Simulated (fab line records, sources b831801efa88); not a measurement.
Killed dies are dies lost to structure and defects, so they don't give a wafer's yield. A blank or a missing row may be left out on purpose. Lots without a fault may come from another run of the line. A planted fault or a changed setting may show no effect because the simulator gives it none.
Which tool did it? | flow gf180mcu | 10 lots, 30 wafers sampled, at 5 steps of a route of 602

WHAT THE GAUGES READ, wafer by wafer
GF_PSD_OVL_MEAS_08.
lot  | measured     | on         | PSD_OVL (nm)
L288 | day 14 08:53 | overlay-02 | -1.5 -0.2 0.0
L289 | day 14 14:02 | overlay-01 | -1.0 -0.9 -0.8
L290 | day 14 21:05 | overlay-01 | 0.7 -0.6 -0.4
L291 | day 15 06:59 | overlay-01 | -0.1 -1.7 -0.1
L293 | day 16 01:41 | overlay-02 | -1.7 -3.0 -2.2
L295 | day 16 18:53 | overlay-02 | 268.7 269.2 268.4
L299 | day 18 00:02 | overlay-01 | 268.1 268.4 268.6
L302 | day 19 03:59 | overlay-01 | 2.0 2.4 3.2
L304 | day 20 02:08 | overlay-02 | 1.4 0.9 0.7
L308 | day 21 05:26 | overlay-01 | -1.3 -0.8 -2.4

GF_SAB_THK_MEAS_01.
lot  | measured     | on            | SAB_CVD_00_THK (nm)
L288 | day 14 09:38 | film_metro-02 | 49.9 50.2 50.5
L289 | day 14 14:47 | film_metro-02 | 49.9 51.1 50.4
L290 | day 14 21:49 | film_metro-02 | 49.7 50.4 50.6
L291 | day 15 07:43 | film_metro-01 | 49.1 48.8 50.1
L293 | day 16 02:31 | film_metro-03 | 49.6 49.8 50.9
L295 | day 16 19:43 | film_metro-03 | 50.1 50.9 50.6
L299 | day 18 00:46 | film_metro-01 | 49.5 50.2 49.2
L302 | day 19 04:43 | film_metro-02 | 49.9 51.0 51.4
L304 | day 20 02:52 | film_metro-01 | 50.2 49.0 51.1
L308 | day 21 06:10 | film_metro-02 | 49.8 49.5 49.9

GF_SALICIDE_RS_MEAS_04: measures by four-point-probe.
lot  | measured     | on            | SALICIDE_TIN_RS (ohm/sq)
L288 | day 15 06:58 | film_metro-02 | 16.1 16.3 16.2
L289 | day 15 12:20 | film_metro-02 | 16.1 16.2 16.0
L290 | day 15 20:01 | film_metro-04 | 16.2 15.9 16.2
L291 | day 16 06:13 | film_metro-03 | 16.1 16.0 16.8
L293 | day 17 01:25 | film_metro-02 | 16.0 16.1 15.8
L295 | day 17 18:45 | film_metro-03 | 16.6 16.1 16.8
L299 | day 19 00:40 | film_metro-04 | 16.1 16.0 16.0
L302 | day 20 05:52 | film_metro-02 | 16.1 16.4 16.0
L304 | day 21 03:40 | film_metro-02 | 15.6 15.7 15.6
L308 | day 22 06:29 | film_metro-02 | 16.7 16.2 16.2

GF_CONTACT_OVL_MEAS_15.
lot  | measured     | on         | CONTACT_OVL (nm)
L288 | day 16 06:32 | overlay-01 | -5 -1 0
L289 | day 16 11:58 | overlay-01 | -9 -16 -10
L290 | day 16 20:10 | overlay-01 | -1 3 -4
L291 | day 17 05:47 | overlay-01 | -4 -1 -3
L293 | day 18 02:11 | overlay-01 | 1 5 1
L295 | day 18 19:13 | overlay-01 | 5 7 3
L299 | day 20 01:55 | overlay-01 | -14 -8 -22
L302 | day 21 06:47 | overlay-01 | 0 -2 1
L304 | day 22 04:20 | overlay-01 | -5 -12 3
L308 | day 23 07:07 | overlay-01 | 3 3 3

WHICH TOOL RAN EACH LOT (tool, then ch and the chambers of the sampled wafers, then the start)
lot  | GF_PSD_EXPOSE_04
L288 | iline_stepper-02 ch 0, day 13 22:34
L289 | iline_stepper-01 ch 0, day 14 03:51
L290 | iline_stepper-01 ch 0, day 14 10:40
L291 | iline_stepper-01 ch 0, day 14 20:22
L293 | iline_stepper-02 ch 0, day 15 14:40
L295 | iline_stepper-02 ch 0, day 16 07:56
L299 | iline_stepper-02 ch 0, day 17 12:29
L302 | iline_stepper-01 ch 0, day 18 15:32
L304 | iline_stepper-01 ch 0, day 19 14:02
L308 | iline_stepper-01 ch 0, day 20 16:50
- GF_PSD_EXPOSE_04: exposes mask Pplus, target cd 400 nm.

WHAT THE TOOLS THEMSELVES READ (means of the sampled wafers that have a number; where no wafer has one, the mark that the record gives instead)
GF_PSD_EXPOSE_04.
lot  | tool             | focus_offset_nm (nm) | reticle_temp_C (C)
L288 | iline_stepper-02 | -0.3                 | 22.94
L289 | iline_stepper-01 | 0.2                  | 22.94
L290 | iline_stepper-01 | 0.1                  | 23.04
L291 | iline_stepper-01 | 0.3                  | 22.99
L293 | iline_stepper-02 | -0.3                 | 22.81
L295 | iline_stepper-02 | 0.6                  | 23.08
L299 | iline_stepper-02 | -0.1                 | 22.93
L302 | iline_stepper-01 | -0.7                 | 22.94
L304 | iline_stepper-01 | 0.5                  | 22.90
L308 | iline_stepper-01 | 0.2                  | 23.08

THE ANSWER, worked out from the rows above alone
Rule: what is usual is taken from the lots themselves. Put in order of their means at a reading, lots are off if they are a third of the lots or fewer, leave a main group of 4 or more, and stand apart from it by a gap of 3 or more times the standard deviation of the main group's means; of several such gaps the widest counts. A main group whose means are all the same, to the digits that the tables above print for the reading, isn't used. A lot without any number at a reading at which 4 lots or more have one is off too. The other lots that the step has rows for count as sound. The gauges are gone through in route order, then the tools' own readings, and for those a lot's mean is taken as printed above. The first step at which some lot is off is used, and at that step the reading that is off furthest; a lot without a number counts as furthest.
Off: L295, L299, at GF_PSD_OVL_MEAS_08 (PSD_OVL). The main group: mean -0.3 nm, standard deviation 1.4.
A tool fits if, at a process step before that reading, it ran every lot that is off, and no sound lot after the first of them. The gauges at GF_PSD_OVL_MEAS_08 are tried like those tools. One fits: iline_stepper-02 at GF_PSD_EXPOSE_04. Its last sound lot is L293 (day 15 14:40), its first lot that is off L295 (day 16 07:56): a fault that began between those two fits.

WHAT THE SIMULATOR HAD PUT IN
Scanner matching overlay: iline_stepper-02, from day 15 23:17 on, at GF_PSD_EXPOSE_04. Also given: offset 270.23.
Lots struck among those shown: L295, L299. The rule above found the same.
